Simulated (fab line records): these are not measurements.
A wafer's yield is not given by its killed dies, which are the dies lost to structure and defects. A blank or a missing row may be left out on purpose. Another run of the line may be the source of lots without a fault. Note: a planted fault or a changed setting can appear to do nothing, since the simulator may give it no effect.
A single fault, viewed from 2 desks + flow sky130 + numbers are kept per desk, each desk with only its own; the story behind them comes last

AT THE TOOL OWNER'S DESK: implanter-02
SKY_PWDE_IMPLANT_08, tool's own readings: per-lot mean of the sampled wafers with a number, covering each lot this tool ran. If a lot's mean is further than 4 standard deviations from the usual mean, the lot is out of limits and carries the mark OUT (the distance appears in the brackets).
Columns: A = dose-ions-cm2 at SKY_PWDE_IMPLANT_08, usual 3.599e+12; B = faraday-current-uA at SKY_PWDE_IMPLANT_08, usual 20.4
| lot  | first seen here | A                           | B              |
|------|-----------------|-----------------------------|----------------|
| L378 | day 4 07:26     | 3.596e+12                   | 20.3           |
| L380 | day 4 18:58     | 3.597e+12                   | 20.3           |
| L388 | day 6 19:19     | 6.310e+12 (+99 or more) OUT | 35.4 (+35) OUT |
| L389 | day 7 00:20     | 6.308e+12 (+99 or more) OUT | 35.6 (+35) OUT |
| L390 | day 7 04:05     | 6.312e+12 (+99 or more) OUT | 35.9 (+36) OUT |
This desk's verdict: out of limits on L388, L389, L390, starting with L388 at day 6 19:19 (dose-ions-cm2 at SKY_PWDE_IMPLANT_08). In limits: L378, L380.

FROM THE METROLOGY DESK
What the gauges read for every lot (on any tool): the sampled wafers with a number, averaged. If a lot's mean is further than 4 standard deviations from the usual mean, the lot is out of limits and carries the mark OUT (the distance appears in the brackets).
Columns: A = PWDE_TW at SKY_PWDE_TW_MEAS_10, usual 377.0; B = PWDE_RS at SKY_NWELL_RS_MEAS_31, usual 5271 ohm/sq; C = SONOS_TUNNEL_OVL at SKY_SONOS_TUNNEL_OVL_MEAS_08, usual 0.6 nm; D = SONOS_TUNNEL_TW at SKY_SONOS_TUNNEL_TW_MEAS_12, usual 198.1
| lot  | first seen here | A               | B                      | C    | D     |
|------|-----------------|-----------------|------------------------|------|-------|
| L376 | day 3 20:14     | 375.5           | 5259                   | -0.4 | 196.7 |
| L377 | day 4 03:31     | 377.1           | 5273                   | 1.1  | 199.7 |
| L378 | day 4 07:41     | 376.8           | 5288                   | 0.9  | 200.4 |
| L379 | day 4 12:02     | 375.8           | 5271                   | -0.8 | 197.3 |
| L380 | day 4 19:13     | 376.8           | 5296                   | 0.2  | 199.4 |
| L388 | day 6 19:34     | 448.7 (+38) OUT | 3424 (-99 or more) OUT | 2.6  | 196.6 |
| L389 | day 7 00:33     | 448.4 (+38) OUT | 3431 (-99 or more) OUT | 2.2  | 196.9 |
| L390 | day 7 04:17     | 448.5 (+38) OUT | 3428 (-99 or more) OUT | -0.7 | 197.5 |
| L391 | day 7 12:17     | 375.9           | 5280                   | 1.2  | 197.4 |
| L392 | day 7 18:35     | 376.0           | 5272                   | 1.6  | 197.0 |
| L397 | day 8 23:10     | 374.2           | 5267                   | 1.2  | 197.5 |
| L399 | day 9 03:19     | 377.8           | 5237                   | 0.1  | 198.3 |
Per this desk, out of limits: L388, L389, L390; the first was L388, day 6 19:34 (PWDE_TW at SKY_PWDE_TW_MEAS_10). In limits: L376, L377, L378, L379, L380, L391, L392, L397, L399.

BROUGHT TOGETHER
The tool owner's desk had the chance to raise an alarm at day 6 19:19 on L388, L389, L390.
The metrology desk could have raised an alarm at day 6 19:34, on L388, L389, L390.
SKY_PWDE_IMPLANT_08 was run on implanter-02 by each of the lots named.

WHAT WAS PUT IN BY THE SIMULATOR
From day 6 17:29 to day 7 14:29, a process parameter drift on implanter-02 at SKY_PWDE_IMPLANT_08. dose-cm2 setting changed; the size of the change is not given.
Lots struck among those shown: L388, L389, L390.
Counting hours from when the fault started, the first reading out of limits came at 2 for the tool owner's desk and at 2 for the metrology desk.
